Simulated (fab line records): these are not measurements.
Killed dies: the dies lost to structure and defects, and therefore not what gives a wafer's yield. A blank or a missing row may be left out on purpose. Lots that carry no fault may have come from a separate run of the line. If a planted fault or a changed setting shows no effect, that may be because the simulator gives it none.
Matching of chambers    flow sky130    SKY_CAPM_CVD_00 on pecvd-03 has 3 sister chambers
The step deposits SiO2, target thk 15.5 nm. 6 wafers are shown with their chamber, then 12 later ones without.

WAFERS, EACH WITH ITS CHAMBER
wafer   chamber  heaterPowerW (W)
L075.5  2        874
L078.4  2        866
L088.4  1        677
L088.5  1        661
L090.4  0        774
L090.5  0        729

WAFERS WHOSE CHAMBER IS MISSING
wafer   heaterPowerW (W)
L093.1  740
L093.3  795
L093.5  735
L094.1  867
L094.4  728
L094.6  737
L095.2  716
L095.3  862
L095.6  848
L097.4  887
L097.5  698
L097.6  702

THE CHAMBER EACH PASSED THROUGH
wafer    from the rows above       in truth
L093.1   0                         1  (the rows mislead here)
L093.3   can't be placed: 0 or 2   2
L093.5   0                         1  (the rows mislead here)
L094.1   2                         2
L094.4   can't be placed: 0 or 1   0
L094.6   0                         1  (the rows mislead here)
L095.2   can't be placed: 0 or 1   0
L095.3   2                         2
L095.6   2                         2
L097.4   2                         2
L097.5   can't be placed: 1 or 0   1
L097.6   can't be placed: 1 or 0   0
Correct placement for 4 of the 12. Cannot be placed on the basis of these rows: 5; the candidates contain the true chamber in 5. Placed wrongly: 3.
How it was worked out, from the rows above alone: a wafer's distance from a chamber is the root of the sum, over the readings, of the square of ((its reading less the chamber's mean) divided by the reading's scatter). If the next closest chamber is less than 2 further off than the closest, the wafer can't be placed; otherwise it belongs to the closest. Each chamber's mean is taken over the wafers shown for it. The scatter is the square root of a quotient: the sum, over the shown wafers, of each reading's squared deviation from its chamber's mean, divided by wafers minus chambers.
